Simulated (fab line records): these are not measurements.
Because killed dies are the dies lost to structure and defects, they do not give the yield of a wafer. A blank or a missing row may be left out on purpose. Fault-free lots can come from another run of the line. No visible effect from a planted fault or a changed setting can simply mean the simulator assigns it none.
Split-lot trial ; flow sky130 ; 23 wafers read from 5 lots, route of 708 steps

ABOUT THE SPLIT
At SKY_METAL1_SPUTTER_02 (material AlCu, target thk 250 nm, time 13.3 s), the setting power_w was moved away from the recipe's 10600 W on 10 of the 23 wafers read, by -10.0% to +11.0%. All remaining wafers had this setting at the recipe value.

The reading is taken at the split's own step.

THE READING
AlCu_of_METAL1_SPUTTER_02.thk_nm (the simulator's own value, which no gauge read), in nm, at SKY_METAL1_SPUTTER_02 (material AlCu, target thk 250 nm, time 13.3 s). No usual value for it is given in the file. The 13 wafers here that ran the recipe average 250.4 nm, standard deviation 3.4 nm.

wafer;tool, chamber at the split;power_w as run, W;against the recipe;AlCu_of_METAL1_SPUTTER_02.thk_nm, nm;against lot-mates on the recipe
L074.1;pvd_sputter-02, -;10600;recipe;250.8;-
L074.2;pvd_sputter-02, -;10600;recipe;249.9;-
L074.3;pvd_sputter-02, -;11480;+8.3%;272.2;+21.8
L074.4;pvd_sputter-02, -;11480;+8.3%;273.4;+23.0
L074.5;pvd_sputter-02, -;11480;+8.3%;272.5;+22.1
L075.1;pvd_sputter-03, -;10600;recipe;252.1;-
L075.2;pvd_sputter-03, -;9573;-9.7%;227.1;-25.7
L075.3;pvd_sputter-03, -;10600;recipe;253.4;-
L075.4;pvd_sputter-03, -;9573;-9.7%;225.7;-27.1
L075.5;pvd_sputter-03, -;9573;-9.7%;227.8;-24.9
L077.1;pvd_sputter-04, -;10600;recipe;257.2;-
L077.2;pvd_sputter-04, -;10600;recipe;254.1;-
L077.3;pvd_sputter-04, -;10600;recipe;252.4;-
L077.5;pvd_sputter-04, -;11770;+11.0%;278.7;+24.1
L077.6;pvd_sputter-04, -;11770;+11.0%;284.5;+29.9
L078.3;pvd_sputter-02, -;10600;recipe;247.2;-
L078.4;pvd_sputter-02, -;10600;recipe;246.1;-
L078.5;pvd_sputter-02, -;10600;recipe;245.1;-
L080.1;pvd_sputter-02, -;9542;-10.0%;221.3;-27.9
L080.2;pvd_sputter-02, -;10600;recipe;251.9;-
L080.3;pvd_sputter-02, -;10600;recipe;247.3;-
L080.4;pvd_sputter-02, -;9542;-10.0%;225.8;-23.4
L080.5;pvd_sputter-02, -;10600;recipe;248.3;-

THE FIT
A straight line over all 23 wafers: AlCu_of_METAL1_SPUTTER_02.thk_nm changes by +2.65 nm for each +1% of power_w; r = +0.99; the points scatter about the line by 3.1 nm.
The same after taking each lot's own level away (the mean of its wafers on the recipe; 23 wafers): +2.6 nm for each +1%; r = +0.99; scatter 1.8 nm.
The reading moves by 29 nm for the largest change in power_w, on that fit.
The lots' own levels span 246.13 to 254.57 nm, that is 2.5 times the standard deviation above.
So the lot-to-lot level changes the slope little: the two slopes agree.
Check: +29.5 nm against its lot-mates is what the line predicts for one of the wafers moved furthest among these (+11.0%) when that wafer is left out of the fit. It came out at +24.1 nm against them.

THE OTHER SPLITS THESE WAFERS WENT THROUGH
These wafers also went through other splits before the reading. Each is held against what the fit with the lots' levels taken away leaves over:
other split on the same wafers;wafers away from the commonest value;r with AlCu_of_METAL1_SPUTTER_02.thk_nm (lot level and that fit taken away)
SKY_SD_P_DEVELOP_06 dev_temp_c;5;-0.03
SKY_SD_N_EXPOSE_04 dose_mj;11;-0.01
SKY_SD_N_IMPLANT_10 energy_kev;8;-0.11
SKY_LI_CONTACT_HDPCVD_00 time_s;8;-0.21
SKY_LI_CONTACT_EXPOSE_09 dose_mj;8;-0.01
SKY_LI_CONTACT_SPUTTER_19 power_w;11;+0.05
SKY_LOCAL_INTERCONNECT_COAT_06 resist_thk_nm;6;-0.47
SKY_LOCAL_INTERCONNECT_ETCH_13 time_s;3;+0.07

FILE'S OWN FIT
AlCu_of_METAL1_SPUTTER_02.thk_nm changes by +2.58 nm for each +1% of power_w, r = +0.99.
